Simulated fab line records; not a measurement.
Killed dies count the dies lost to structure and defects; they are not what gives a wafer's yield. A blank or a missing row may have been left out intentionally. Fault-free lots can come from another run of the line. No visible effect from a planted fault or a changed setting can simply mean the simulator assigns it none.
Check of tool commonality -- flow gf180mcu -- 10 lots, 36 wafers sampled

THE REASON FOR OPENING IT
Of 10 lots, 2 have the reading TOP_METAL_ALCU_RS flagged at GF_TOP_METAL_RS_MEAS_05. Wafers without a fault read 0.0327 ohm/sq, standard deviation 0.0003.
Rule: a lot is flagged when every wafer of it that has a number lies more than 4 standard deviations from that mean, or none has a number. The rest of the lots are taken to be sound.

lot,measured,on,"TOP_METAL_ALCU_RS (ohm/sq), wafer by wafer",flag
L132,day 27 02:35,filmMetro-01,0.0323 0.0324 0.0327,
L134,day 27 23:47,filmMetro-02,0.0331 0.0332 0.0330,
L135,day 28 05:47,filmMetro-02,0.0325 0.0325 0.0324,
L136,day 28 10:29,filmMetro-04,0.0329 0.0326 0.0328,
L138,day 29 04:58,filmMetro-02,0.0357 0.0358 0.0356 0.0357 0.0359 0.0357,FLAGGED
L139,day 29 15:31,filmMetro-04,0.0355 0.0354 0.0358 0.0355 0.0354 0.0358,FLAGGED
L141,day 30 06:27,filmMetro-02,0.0320 0.0327 0.0327,
L148,day 31 23:24,filmMetro-04,0.0329 0.0330 0.0328,
L151,day 32 19:22,filmMetro-01,0.0327 0.0326 0.0328,
L154,day 33 13:16,filmMetro-01,0.0332 0.0330 0.0328,
Average over the flagged lots: 0.0357 ohm/sq; offset from the usual +0.0030 ohm/sq, equal to +10 standard deviations.

WHICH TOOL RAN EACH LOT
3 process steps preceding the reading are held in the record, out of 602 steps in the route. Cell contents, in order: the tool; ch with the chambers the sampled wafers went through; the start.
lot,flag,GF_V5_ETCH_16,GF_V5_CMP_26,GF_TOP_METAL_SPUTTER_02
L132,,"rieDiel-01 ch 1,2,3, day 27 00:59","cmp-01 ch 1,2,3, day 27 02:04","pvdSputter-04, day 27 02:30"
L134,,"rieDiel-01 ch 0,3, day 27 22:03","cmp-01 ch 1,2,3, day 27 23:14","pvdSputter-01, day 27 23:40"
L135,,"rieDiel-01 ch 1,2, day 28 04:12","cmp-01 ch 0,2,3, day 28 05:19","pvdSputter-01, day 28 05:42"
L136,,"rieDiel-04 ch 0,1,3, day 28 08:53","cmp-01 ch 0,1,3, day 28 09:58","pvdSputter-01, day 28 10:23"
L138,FLAGGED,"rieDiel-02 ch 1,2, day 29 03:20","cmp-01 ch 0,2,3, day 29 04:29","pvdSputter-01, day 29 04:52"
L139,FLAGGED,"rieDiel-04 ch 0,1,2, day 29 13:35","cmp-02 ch 0,1,2, day 29 14:57","pvdSputter-01, day 29 15:23"
L141,,"rieDiel-02 ch 0,2,3, day 30 04:44","cmp-02 ch 0,1,2, day 30 05:58","pvdSputter-04, day 30 06:20"
L148,,"rieDiel-01 ch 0,2,3, day 31 21:24","cmp-02 ch 1,2,3, day 31 22:53","pvdSputter-01, day 31 23:19"
L151,,"rieDiel-04 ch 1,2,3, day 32 17:37","cmp-02 ch 2,3, day 32 18:47","pvdSputter-01, day 32 19:13"
L154,,"rieDiel-04 ch 0,1, day 33 11:38","cmp-01 ch 1,2, day 33 12:46","pvdSputter-02, day 33 13:09"
What is done by these steps:
- GF_V5_ETCH_16: etches BARC in N2/H2.
- GF_V5_CMP_26: polishes, stops on SiO2, t overpolish 15 s, target thk 0 nm.
- GF_TOP_METAL_SPUTTER_02: material AlCu, target thk 900 nm, time 47.82 s.
- GF_TOP_METAL_RS_MEAS_05: measures by four-point-probe.

FLAGGED AGAINST TOTAL, ONE TOOL AT A TIME (gauges that did the reading follow at the end)
step,tool,lots run,flagged,share of the flagged lots,sound lots run after its first flagged lot
GF_V5_ETCH_16,rieDiel-01,4,0,none,-
GF_V5_ETCH_16,rieDiel-02,2,1,some,1 (L141)
GF_V5_ETCH_16,rieDiel-04,4,1,some,"2 (L151,L154)"
GF_V5_CMP_26,cmp-01,6,1,some,1 (L154)
GF_V5_CMP_26,cmp-02,4,1,some,"3 (L141,L148,L151)"
GF_TOP_METAL_SPUTTER_02,pvdSputter-01,7,2,all,"2 (L148,L151)"
GF_TOP_METAL_SPUTTER_02,pvdSputter-02,1,0,none,-
GF_TOP_METAL_SPUTTER_02,pvdSputter-04,2,0,none,-
GF_TOP_METAL_RS_MEAS_05,filmMetro-01,3,0,none,-
GF_TOP_METAL_RS_MEAS_05,filmMetro-02,4,1,some,1 (L141)
GF_TOP_METAL_RS_MEAS_05,filmMetro-04,3,1,some,1 (L148)

WHAT IS ALLOWED BY THE TABLE
In the table, 1 row covers all flagged lots: pvdSputter-01 at GF_TOP_METAL_SPUTTER_02.
- pvdSputter-01 at GF_TOP_METAL_SPUTTER_02: 2 of its 7 lots flagged. After the first flagged lot (L148, L151), sound lots still ran on it; a lasting fault on the whole tool would not permit that.
Every row of the table either missed a flagged lot or ran a sound lot after the first.

WHAT HAD BEEN PUT IN BY THE SIMULATOR
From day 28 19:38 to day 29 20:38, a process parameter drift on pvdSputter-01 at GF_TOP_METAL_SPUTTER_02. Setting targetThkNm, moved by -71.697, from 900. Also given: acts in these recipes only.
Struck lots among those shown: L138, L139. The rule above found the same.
